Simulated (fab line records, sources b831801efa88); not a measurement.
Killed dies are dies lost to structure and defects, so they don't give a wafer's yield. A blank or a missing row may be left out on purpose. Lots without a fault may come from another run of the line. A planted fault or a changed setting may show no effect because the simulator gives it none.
fab line records | flow sky130
record lots=9 wafers=26 last_day=50
route steps=708 shown VIA3@585 METAL4@632 VIA4@657 METAL5@677 PAD_OPEN@708
lots that met no fault: from a run of the same line without faults
start_h: hours from the record's first day to the start of the lot's first wafer shown | wait_h: hours since the lot's step before | " the same as in the row above | L1.1+2: a row that stands for several wafers | - no value, or no start given | * or withheld: withheld | < > ~ a bound
route shown NAME@n: a module of which the file shows steps, and the number in the route of the first | usual: mean/standard deviation of fault-free wafers | same: alike in all rows | chamber/n: place in a boat | sites: the reading at each site | _std_site: their standard deviation | _edge_site: outer sites' mean less inner sites' | radius_mm: how far each site lies from the wafer's centre | mask NAME#n: copy n | behind: the tool/chamber that last shaped the wafer | hold: why the lot was held/for how many hours/how that ended | device: the transistor (n, p or np) that didn't switch | end of line: the same wafers' tests at the end of the route | a step without rows: its recipe alone | killed: dies lost to structure and defects at the first sort, not the wafer's yield | map: a wafer's dies, x killed, . not, _ none there
set.NAME: the setting as run; set.NAME@STEP: as run at that earlier step | model.NAME: the simulator's own value behind a step, which no gauge read
steps of the route over a sample of lots; a table a step, a row a wafer
services: from which hour (start_h, from the record's first day; less than 0 if before it) a tool's chamber was out of use, for how many hours, and why
## steps
# step SKY_VIA3_CD_MEAS_12
# recipe target_cd_nm=200
# usual cd_nm=199.9/1.5
# columns lot.wafer tool chamber start_h wait_h cd_nm
L301.4 cd_sem-01 - 934.83 - 199.5
L301.5 " - " " 199.9
L301.6 " - " " 199.0
L302.4 cd_sem-01 - 941.50 - 200.1
L302.5 " - " " 199.9
L302.6 " - " " 200.2
L303.3 cd_sem-01 - 949.66 - 199.5
L303.5 " - " " 199.5
L303.6 " - " " 199.0
L304.1 cd_sem-01 - 965.61 - 199.0
L304.2 " - " " 200.7
L304.5 " - " " 200.0
L306.1 cd_sem-01 - 992.52 - 198.9
L306.5 " - " " 199.7
L306.6 " - " " 197.3
L308.2 cd_sem-01 - 994.93 - 202.0
L308.4 " - " " 200.4
L308.6 " - " " 200.3
L309.1 cd_sem-01 - 1001.69 - 201.1
L309.4 " - " " 200.2
L309.6 " - " " 202.2
L311.2 cd_sem-02 - 1017.34 - 198.0
L311.3 " - " " 199.7
L311.5 " - " " 198.5
L320.3 cd_sem-02 - 1072.95 - 198.5
L320.6 " - " " 198.9
# step SKY_METAL4_ETCH_16
# recipe chemistry=N2/H2 target=BARC ion_energy_ev=200 bias_w=100 pressure_mtorr=30 n2_flow_sccm=100 h2_flow_sccm=200 icp_w=500 stop_on=SiO2 time_s=88.2 target_depth_a=600
# usual drypump_motor_current_A=5.6/0.56 he_backside_leak_sccm=3.5/0.4 oes_product_au=0.626/0.0048 rf_fwd_power_W=497.1/1.6 throttle_valve_pct=13.206/0.0092
# columns lot.wafer tool chamber start_h wait_h drypump_motor_current_A he_backside_leak_sccm oes_product_au rf_fwd_power_W rf_hours_counter_h throttle_valve_pct
L301.4 rie_metal-04 0 985.94 0.0 6.6 3.2 0.617 498.0 - 13.208
L301.5 " 1 " " 4.9 6.6 0.620 496.1 - 13.203
L301.6 " 0 " " 6.6 3.0 0.627 497.1 - 13.195
L302.4 rie_metal-01 0 993.98 0.0 5.8 3.3 0.624 498.9 - 13.200
L302.5 " 1 " " 5.0 3.5 0.628 495.5 - 13.211
L302.6 " 0 " " 5.8 3.5 0.620 495.6 - 13.202
L303.3 rie_metal-03 1 999.78 0.0 5.4 3.6 0.628 495.8 - 13.223
L303.5 " 0 " " 5.9 3.6 0.621 499.7 - 13.203
L303.6 " 1 " " 5.4 3.6 0.624 496.8 - 13.217
L304.1 rie_metal-03 0 1014.31 0.0 5.9 3.4 0.630 496.3 11 13.203
L304.2 " 1 " " 5.4 3.7 0.628 497.5 20 13.219
L304.5 " 0 " " 5.9 3.6 0.631 497.2 - 13.215
L306.1 rie_metal-04 1 1040.16 0.0 4.9 3.4 0.627 494.7 23 13.219
L306.5 " 0 " " 6.6 3.0 0.622 496.6 - 13.200
L306.6 " 1 " " 4.9 3.5 0.615 496.4 - 13.207
L308.2 rie_metal-03 0 1042.40 0.0 5.9 3.5 0.628 497.4 13 13.199
L308.4 " 1 " " 5.4 3.5 0.627 498.2 - 13.198
L308.6 " 1 " " 5.4 3.6 0.624 496.5 - 13.201
L309.1 rie_metal-01 0 1049.67 0.0 5.8 3.4 0.623 493.8 17 13.185
L309.4 " 1 " " 5.0 3.6 0.620 494.7 - 13.223
L309.6 " 1 " " 5.0 3.6 0.624 496.2 - 13.217
L311.2 rie_metal-01 0 1062.82 0.0 5.8 3.6 0.620 496.6 17 13.209
L311.3 " 1 " " 5.0 3.6 0.623 499.7 - 13.186
L311.5 " 1 " " 5.0 3.6 0.617 499.0 - 13.205
L320.3 rie_metal-01 0 1116.74 0.0 5.8 3.3 0.621 496.7 - 13.207
L320.6 " 0 " " 5.8 3.5 0.624 499.3 - 13.192
# step SKY_VIA4_CVD_18
# recipe material=W target_thk_nm=505 time_s=152.14 temp_c=400 pressure_torr=40
# usual heater_power_w=901/41
# columns lot.wafer tool chamber start_h wait_h heater_power_w
L301.4 cvd_w-01 0 1011.77 0.1 896
L301.5 " 0 " " 895
L301.6 " 1 " " 818
L302.4 cvd_w-01 0 1018.54 0.1 907
L302.5 " 1 " " 843
L302.6 " 0 " " 896
L303.3 cvd_w-02 0 1024.15 0.1 971
L303.5 " 0 " " 951
L303.6 " 1 " " 939
L304.1 cvd_w-01 1 1038.56 0.0 831
L304.2 " 0 " " 883
L304.5 " 1 " " 837
L306.1 cvd_w-02 0 1064.19 0.0 919
L306.5 " 1 " " 918
L306.6 " 0 " " 974
L308.2 cvd_w-01 0 1066.57 0.0 905
L308.4 " 0 " " 888
L308.6 " 0 " " 903
L309.1 cvd_w-02 0 1073.49 0.0 950
L309.4 " 1 " " 925
L309.6 " 1 " " 891
L311.2 cvd_w-02 0 1085.69 0.0 937
L311.3 " 1 " " 902
L311.5 " 0 " " 947
L320.3 cvd_w-02 0 1138.58 0.1 936
L320.6 " 1 " " 938
# step SKY_VIA4_RS_MEAS_19
# recipe thk_meas_gauge=four-point-probe reads=W_of_VIA4_CVD_18+TiN_of_VIA4_SPUTTER_17
# usual VIA4_W_RS=0.226/0.0031
# columns lot.wafer tool chamber start_h wait_h hold VIA4_W_RS[ohm/sq]
L301.4 film_metro-03 - 1011.93 0.1 - 0.227
L301.5 " - " " - 0.227
L301.6 " - " " - 0.229
L302.4 film_metro-01 - 1018.70 0.1 - 0.227
L302.5 " - " " - 0.225
L302.6 " - " " - 0.226
L303.3 film_metro-03 - 1024.29 0.1 - 0.221
L303.5 " - " " - 0.219
L303.6 " - " " - 0.226
L304.1 film_metro-04 - 1038.71 0.1 - 0.227
L304.2 " - " " - 0.228
L304.5 " - " " - 0.229
L306.1 film_metro-04 - 1064.34 0.1 - 0.219
L306.5 " - " " - 0.223
L306.6 " - " " - 0.220
L308.2 film_metro-03 - 1066.75 0.1 - 0.227
L308.4 " - " " - 0.226
L308.6 " - " " - 0.225
L309.1 film_metro-03 - 1073.65 0.1 - 0.222
L309.4 " - " " - 0.225
L309.6 " - " " - 0.226
L311.2 film_metro-03 - 1085.87 0.1 - 0.222
L311.3 " - " " - 0.223
L311.5 " - " " - 0.219
L320.3 film_metro-03 - 1138.72 0.1 await_dispo/0.2h/release 0.222
L320.6 " - " " await_dispo/0.2h/release 0.166
L320.3 film_metro-03 - 1139.00 0.3 - 0.223
L320.6 " - " " - 0.166
# step SKY_VIA4_THK_MEAS_20
# recipe thk_meas_gauge=xrf reads=W_of_VIA4_CVD_18
# usual VIA4_W_THK=514/9.9
# columns lot.wafer tool chamber start_h wait_h hold VIA4_W_THK[nm]
L301.4 film_metro-03 - 1012.02 0.1 - 513
L301.5 " - " " - 513
L301.6 " - " " - 512
L302.4 film_metro-01 - 1018.79 0.1 - 508
L302.5 " - " " - 512
L302.6 " - " " - 513
L303.3 film_metro-03 - 1024.39 0.1 - 539
L303.5 " - " " - 534
L303.6 " - " " - 517
L304.1 film_metro-04 - 1038.83 0.1 - 503
L304.2 " - " " - 502
L304.5 " - " " - 500
L306.1 film_metro-04 - 1064.46 0.1 - 524
L306.5 " - " " - 514
L306.6 " - " " - 523
L308.2 film_metro-03 - 1066.86 0.1 - 519
L308.4 " - " " - 519
L308.6 " - " " - 520
L309.1 film_metro-03 - 1073.77 0.1 - 523
L309.4 " - " " - 520
L309.6 " - " " - 518
L311.2 film_metro-03 - 1085.98 0.1 - 532
L311.3 " - " " - 527
L311.5 " - " " - 540
L320.3 film_metro-03 - 1149.80 10.8 await_dispo/0.2h/release 525
L320.6 " - " " await_dispo/0.2h/release 719
L320.3 film_metro-03 - 1150.15 0.3 - 524
L320.6 " - " " - 711
# step SKY_VIA4_CMP_21
# recipe stop_on=SiO2 t_overpolish_s=25 down_force_psi=3.5 platen_rpm=60 target_thk_nm=0 pad_velocity_m_s=0.94248
# usual edge_zone_pressure_frac=1.000/0.0055 motor_current_A=10.6/1.3 time_to_endpoint_s=122/4.1
# columns lot.wafer tool chamber start_h wait_h hold edge_zone_pressure_frac motor_current_A time_to_endpoint_s
L301.4 cmp-02 3 1012.10 0.1 - 1.003 9.1 121
L301.6 " 2 " " - 0.997 11.3 118
L301.5 " 3 " " - 0.995 9.3 119
L302.4 cmp-02 1 1018.98 0.2 - 0.998 13.6 115
L302.5 " 3 " " - 0.994 9.9 119
L302.6 " 0 " " - 1.006 10.4 117
L303.3 cmp-02 0 1024.82 0.4 - 1.003 10.7 124
L303.5 " 2 " " - 0.999 10.8 119
L303.6 " 3 " " - 1.002 9.7 118
L304.2 cmp-01 3 1038.94 0.1 - 1.003 10.6 117
L304.1 " 0 " " - 1.006 9.5 120
L304.5 " 3 " " - 1.005 10.7 118
L306.1 cmp-01 3 1064.90 0.4 - 1.003 11.2 124
L306.6 " 0 " " - 0.997 9.5 129
L306.5 " 1 " " - 0.992 12.7 127
L308.2 cmp-01 3 1067.85 1.0 - 0.996 11.0 122
L308.4 " 0 " " - 0.993 10.0 124
L308.6 " 2 " " - 1.002 8.9 125
L309.4 cmp-01 0 1073.83 0.0 - 1.005 9.4 122
L309.1 " 2 " " - 1.000 8.8 123
L309.6 " 1 " " - 1.001 12.9 123
L311.2 cmp-01 0 1086.13 0.1 - 1.006 9.6 124
L311.3 " 1 " " - 0.994 12.7 124
L311.5 " 2 " " - 0.997 8.6 130
L320.3 cmp-02 1 1156.85 6.7 await_dispo/6.3h/release 0.997 12.8 124
L320.6 " 0 " " await_dispo/6.3h/release 0.996 10.2 169
# step SKY_METAL5_STRIP_16
# recipe chemistry=O2/N2 power_w=1400 pressure_mtorr=1500 platen_temp_c=withheld o2_flow_sccm=3000 n2_flow_sccm=300 overash_fraction=0.5
# usual drypump_motor_current_A=5.7/0.38 oes_product_au=0.710/0.0045 strip_time_to_endpoint_s=13.10/0.13
# columns lot.wafer tool chamber start_h wait_h drypump_motor_current_A oes_product_au rf_hours_counter_h strip_time_to_endpoint_s
L301.4 plasma_asher-04 0 1034.76 0.1 5.8 0.707 - 12.89
L301.5 " 1 " " 6.2 0.716 - 12.95
L301.6 " 0 " " 5.8 0.702 - 13.22
L302.4 plasma_asher-04 1 1042.06 0.2 6.2 0.718 - 13.08
L302.5 " 1 " " 6.3 0.716 - 13.02
L302.6 " 0 " " 5.8 0.708 - 13.06
L303.3 plasma_asher-02 1 1047.43 0.1 5.1 0.712 - 13.34
L303.5 " 1 " " 5.1 0.703 - 13.40
L303.6 " 0 " " 5.9 0.709 - 13.09
L304.1 plasma_asher-02 0 1061.96 0.4 5.9 0.711 63 13.12
L304.2 " 1 " " 5.1 0.710 63 13.21
L304.5 " 1 " " 5.1 0.705 - 13.17
L306.1 plasma_asher-04 0 1085.56 0.2 5.8 0.716 95 13.16
L306.5 " 1 " " 6.1 0.706 - 13.01
L306.6 " 0 " " 5.8 0.710 - 13.21
L308.2 plasma_asher-02 0 1088.43 0.2 5.9 0.713 66 12.91
L308.4 " 0 " " 5.9 0.711 - 12.89
L308.6 " 1 " " 5.1 0.708 - 12.89
L309.1 plasma_asher-04 0 1095.23 0.2 5.8 0.708 96 13.11
L309.4 " 1 " " 6.2 0.708 - 13.09
L309.6 " 1 " " 6.2 0.713 - 13.08
L311.2 plasma_asher-02 1 1107.06 0.2 5.1 0.711 68 13.12
L311.3 " 1 " " 5.1 0.709 - 13.01
L311.5 " 1 " " 5.1 0.707 - 13.17
L320.3 plasma_asher-01 1 1159.13 0.1 5.5 0.720 - 13.26
L320.6 " 0 " " 5.3 0.706 - 13.08
# step SKY_PAD_OPEN_PROBE_99
# usual defect_limited_yield=82.0/1.9 killed_at_M0_to_M3=45/6.9 killed_at_M4_up=3.0/1.7 killed_at_contacts=25/5.6 killed_at_front_end=15/4.2 killed_at_other=0.3/0.55 killed_dies=89/9.6 killed_on_rim=18/4 killed_open=49/7.2 killed_short=39/6.5 sort_bin_3_pad_short=0.9/0.44 sort_bin_5_function=10.7/1.4 sort_bin_6_memory=6.4/1.3 sort_n_pass=403/9.6 sort_yield_pct=82.0/1.9
# same gross_dies=492 killed_at_back_side=0 sort_bin_4_leakage[%]=0 sort_bin_8_speed[%]=0
# columns lot.wafer tool chamber start_h wait_h defect_limited_yield[%] killed_at_M0_to_M3 killed_at_M4_up killed_at_contacts killed_at_front_end killed_at_other killed_dies killed_on_rim killed_open killed_short sort_bin_3_pad_short[%] sort_bin_5_function[%] sort_bin_6_memory[%] sort_n_pass sort_yield_pct[%]
L311.2 prober-01 - 1148.43 0.1 81.3 44 2 28 18 0 92 10 59 33 0.6 11.6 6.5 400 81.3
L311.3 prober-01 - 1148.48 0.2 82.1 45 3 25 15 0 88 19 51 37 1.0 9.1 7.7 404 82.1
L311.5 prober-01 - 1148.58 0.2 80.9 42 4 32 16 0 94 16 54 40 1.4 10.0 7.7 398 80.9
L320.6 prober-02 - 1193.55 0.2 83.1 46 2 18 16 1 83 22 47 36 0.6 9.3 6.9 409 83.1
# killed by level:class
L311.2 CONTACT:geometric_particle:open=14 VIA1:geometric_particle:open=13 VIA3:geometric_particle:open=9 LI_CONTACT:geometric_particle:open=7 POLY_GATE:geometric_particle:short=6 FIELD_ISO:geometric_particle:open=5 POLY_GATE:geometric_particle:open=5 METAL2:geometric_particle:short=4
L311.3 VIA1:geometric_particle:open=12 VIA3:geometric_particle:open=9 LI_CONTACT:geometric_particle:open=8 CONTACT:geometric_particle:open=8 METAL2:geometric_particle:short=6 LI_CONTACT:geometric_particle:short=5 METAL1:geometric_particle:short=5 POLY_GATE:geometric_particle:open=4
L311.5 CONTACT:geometric_particle:open=14 VIA1:geometric_particle:open=10 METAL2:geometric_particle:short=8 CONTACT:geometric_particle:short=7 POLY_GATE:geometric_particle:open=6 VIA2:geometric_particle:open=6 LI_CONTACT:geometric_particle:open=5 VIA3:geometric_particle:open=5
L320.6 VIA1:geometric_particle:open=13 LI_CONTACT:geometric_particle:open=7 VIA3:geometric_particle:open=7 METAL1:geometric_particle:short=7 VIA2:geometric_particle:open=7 POLY_GATE:geometric_particle:short=6 METAL2:geometric_particle:short=5 FIELD_ISO:geometric_particle:short=4
## services
# columns tool chamber start_h hours kind
cmp-01 - 984.01 0.5 repair
cmp-01 - 994.52 0.3 repair
cmp-02 - 997.77 0.5 repair
cmp-01 - 1008.67 18.0 pm
plasma_asher-01 - 1055.25 9.0 pm
cmp-02 - 1063.41 6.4 pm
cmp-02 - 1084.19 4.0 pm
cmp-02 - 1088.19 - consumable_replace:conditioner
cmp-02 - 1088.19 - consumable_replace:pad
plasma_asher-02 - 1089.96 0.7 repair
rie_metal-03 0 1092.37 14.1 repair
cmp-02 - 1092.93 0.7 repair
cvd_w-01 - 1094.01 6.9 pm
cmp-02 - 1101.09 1.4 repair
cvd_w-01 - 1107.61 0.8 repair
cvd_w-02 - 1107.74 2.2 repair
cmp-01 - 1126.74 3.9 pm
plasma_asher-04 - 1131.39 2.8 pm
plasma_asher-04 - 1142.76 1.0 repair
rie_metal-01 0 1144.76 5.6 repair
rie_metal-03 1 1144.80 - clean
rie_metal-03 1 1144.80 - consumable_replace:focus_ring
plasma_asher-02 - 1151.64 4.4 repair
cmp-01 - 1152.95 0.8 repair
## key
first_sign step=SKY_VIA4_RS_MEAS_19 reading=visit direction=added
effect step=SKY_VIA4_RS_MEAS_19 reading=VIA4_W_RS direction=down sigmas=19 usual=0.226 struck=0.166
effect step=SKY_VIA4_THK_MEAS_20 reading=visit direction=added
effect step=SKY_VIA4_THK_MEAS_20 reading=VIA4_W_THK direction=up sigmas=21 usual=514 struck=719
effect step=SKY_VIA4_CMP_21 reading=time_to_endpoint_s direction=up sigmas=12 usual=* struck=*
met_at SKY_VIA4_CVD_18
struck_lots L320
struck_wafers L320.6
not_acting_at SKY_VIA3_CD_MEAS_12,SKY_METAL4_ETCH_16,SKY_METAL5_STRIP_16
onset_between 1085.69 1138.58
fault kind=process_parameter_drift tool=cvd_w-02 chamber=- onset_h=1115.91 steps=SKY_VIA4_CVD_18 channel=target_thk_nm offset=191.21 shape=step end_h=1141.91 scope=struck_wafers_only acts_in=these_recipes_only stated=505
